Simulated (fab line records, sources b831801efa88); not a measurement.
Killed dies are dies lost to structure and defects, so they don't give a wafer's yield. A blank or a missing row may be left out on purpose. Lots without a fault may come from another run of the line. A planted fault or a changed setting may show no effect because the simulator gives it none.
A struck lot beside a sound one | flow gf180mcu | 35 steps out of a route of 602
Sound: wafers L310.4, L310.5, L310.6. Struck: wafer L313.3. (L313.1 of the same lot was not struck and is left out.) The cause comes at the end.
At each step with rows: each side's tool, then ch and its chambers, then its first start. Under that, the readings that differ: sound wafers | struck wafers | difference of the means | sigmas: that difference in standard deviations of wafers without a fault.
alike: readings whose means differ by less than 2 such deviations, and words and numbers that are the same on both sides. not compared: withheld readings, readings that some wafer has no value for, bounds like >300 that may hide the same value, and numbers for which the record gives no deviation and whose values overlap.
The two part at a step that has a row with sigmas, a row that says differs or no value, or rows on one side only. Numbers that don't overlap but have no deviation are shown without sigmas and don't part them. A reading that every wafer of one side lacks parts them only if that side has two wafers or more.

first, 1 step without rows for these wafers: GF_M5_DEVELOP_06 (develop time 60 s).
GF_M5_CD_MEAS_07: target cd 280 nm.
  sound on cd_sem-01, day 27 02:48; struck on cd_sem-02, day 28 15:02
  alike: cd_nm
GF_M5_OVL_MEAS_08:
  sound on overlay-02, day 27 02:52; struck on overlay-02, day 28 15:09
  alike: M5_OVL
GF_M5_ETCH_09: etches Si3N4 in CF4/O2, target depth 52 nm, time 11.6 s.
  sound on rie_diel-04 ch 0,1,2, day 27 02:54; struck on rie_diel-02 ch 3, day 28 15:11
  reading                | sound | struck | difference                   | sigmas
  rf_hours_counter_h (h) | - - - | 11     | no value on the sound wafers |
  alike: drypump_motor_current_A, oes_product_au, throttle_valve_pct
GF_M5_METAL_ETCH_10: etches the open film in Cl2/BCl3, stops on SiO2, target depth 750.8 nm, time 125.1 s.
  sound on rie_metal-04 ch 0,1, day 27 02:58; struck on rie_metal-04 ch 0, day 28 15:13
  alike: drypump_motor_current_A, oes_product_au, throttle_valve_pct
  not compared: rf_hours_counter_h
then, 4 steps without rows for these wafers: GF_M5_STRIP_11 (strips in O2/N2); GF_M5_STRIP_12 (strips in post etch residue remover, time 1200 s); GF_M5_CLEAN_13 (cleans in DIW); GF_V5_CVD_00 (deposits SiO2, target thk 300 nm, time 50 s).
GF_V5_THK_MEAS_01:
  sound on film_metro-04, day 27 03:41; struck on film_metro-04, day 28 16:04
  alike: V5_CVD_00_THK
then, 1 step without rows for these wafers: GF_V5_CVD_02 (deposits SiO2 from TEOS, target thk 1450 nm, time 163.28 s).
GF_V5_THK_MEAS_03:
  sound on film_metro-03, day 27 03:51; struck on film_metro-01, day 28 16:14
  reading            | sound          | struck | difference | sigmas
  V5_CVD_02_THK (nm) | 1484 1480 1462 | 1436   | -39        | -2
GF_V5_CMP_04: polishes SiO2.
  sound on cmp-01 ch 0,1,3, day 27 03:59; struck on cmp-01 ch 1, day 28 16:20
  reading                             | sound           | struck | difference | sigmas
  model.SiO2_of_V5_CVD_02.thk_nm (nm) | 854.4 853.1 854 | 770.3  | -83.5      |
  alike: motor_current_A, retaining_ring_pressure_frac
GF_V5_BOW_MEAS_05:
  sound on film_metro-04, day 27 04:14; struck on film_metro-01, day 28 16:52
  not compared: hold, V5_BOW
then, 7 steps without rows for these wafers: GF_V5_HMDS_07 (prime time 60 s); GF_V5_COAT_08; GF_V5_COAT_09 (resist thk 1000 nm); GF_V5_SOFTBAKE_10 (time 60 s); GF_V5_EXPOSE_11 (exposes mask Via5, target cd 260 nm); GF_V5_PEB_12 (peb time 90 s); GF_V5_DEVELOP_13 (develop time 60 s).
GF_V5_CD_MEAS_14: target cd 260 nm.
  sound on cd_sem-02, day 28 00:54; struck on cd_sem-02, day 29 12:11
  alike: cd_nm
GF_V5_OVL_MEAS_15:
  sound on overlay-02, day 28 00:58; struck on overlay-01, day 29 12:18
  reading     | sound   | struck | difference | sigmas
  V5_OVL (nm) | 2 -6 -1 | 9      | +11        | +2
then, 1 step without rows for these wafers: GF_V5_ETCH_16 (etches BARC in N2/H2).
GF_V5_ETCH_17: etches SiO2 in C4F8/O2/Ar, stops on TiN, target depth 855 nm.
  sound on rie_diel-03 ch 0,1; struck on rie_diel-03 ch 2
  reading                        | sound             | struck | difference | sigmas
  oes_product_au (a.u.)          | 0.864 0.853 0.859 | 0.815  | -0.044     | -11
  model.V5.feature_depth_nm (nm) | 854.4 853.1 854   | 770.3  | -83.5      |
  model.etch.depth_nm (nm)       | 854.4 853.1 854   | 770.3  | -83.5      |
GF_V5_STRIP_18: strips in O2/N2.
  sound on plasma_asher-01 ch 0,1, day 28 01:11; struck on plasma_asher-02 ch 1, day 29 12:29
  reading                     | sound             | struck | difference | sigmas
  drypump_motor_current_A (A) | 4.9 4.9 5.8       | 6.7    | +1.5       | +3
  oes_product_au (a.u.)       | 0.567 0.568 0.563 | 0.578  | +0.012     | +3
  alike: heater_power_w
  not compared: rf_hours_counter_h
then, 2 steps without rows for these wafers: GF_V5_STRIP_19 (strips in post etch residue remover, time 1200 s); GF_V5_CLEAN_20 (cleans in DIW).
GF_V5_SPUTTER_21: material Ti, target thk 15 nm, time 80.02 s.
  sound on pvd_sputter-04, day 28 01:41; struck on pvd_sputter-04, day 29 13:03
  alike: chamber_pressure_pa, throttle_valve_pct
then, 1 step without rows for these wafers: GF_V5_SPUTTER_22 (material TiN, target thk 10 nm, time 40 s).
GF_V5_CVD_23: deposits W, target thk 350 nm, time 104.9 s.
  sound on cvd_w-01 ch 1, day 28 01:53; struck on cvd_w-01 ch 1, day 29 13:09
  alike: heater_power_w
GF_V5_RS_MEAS_24: measures by four-point-probe.
  sound on film_metro-04, day 28 02:04; struck on film_metro-04, day 29 13:16
  alike: V5_W_RS
GF_V5_THK_MEAS_25: measures by xrf.
  sound on film_metro-04, day 28 02:09; struck on film_metro-04, day 29 13:23
  alike: V5_W_THK
GF_V5_CMP_26: polishes, stops on SiO2, t overpolish 15 s, target thk 0 nm.
  sound on cmp-02 ch 0,1,3, day 28 02:17; struck on cmp-02 ch 1, day 29 13:26
  reading                             | sound             | struck | difference | sigmas
  model.SiO2_of_V5_CVD_02.thk_nm (nm) | 850.7 849.3 850.2 | 766.5  | -83.6      |
  alike: motor_current_A, retaining_ring_pressure_frac
then, 1 step without rows for these wafers: GF_TOP_METAL_SPUTTER_00 (material Ti, target thk 37.5 nm, time 150 s).

WHERE THEY PART
First at GF_M5_ETCH_09; last, within this record, at GF_V5_STRIP_18. Later steps at which nothing parts them and some readings are alike: GF_V5_SPUTTER_21, GF_V5_CVD_23, GF_V5_RS_MEAS_24, GF_V5_THK_MEAS_25, GF_V5_CMP_26.

WHY: what the simulator had put in
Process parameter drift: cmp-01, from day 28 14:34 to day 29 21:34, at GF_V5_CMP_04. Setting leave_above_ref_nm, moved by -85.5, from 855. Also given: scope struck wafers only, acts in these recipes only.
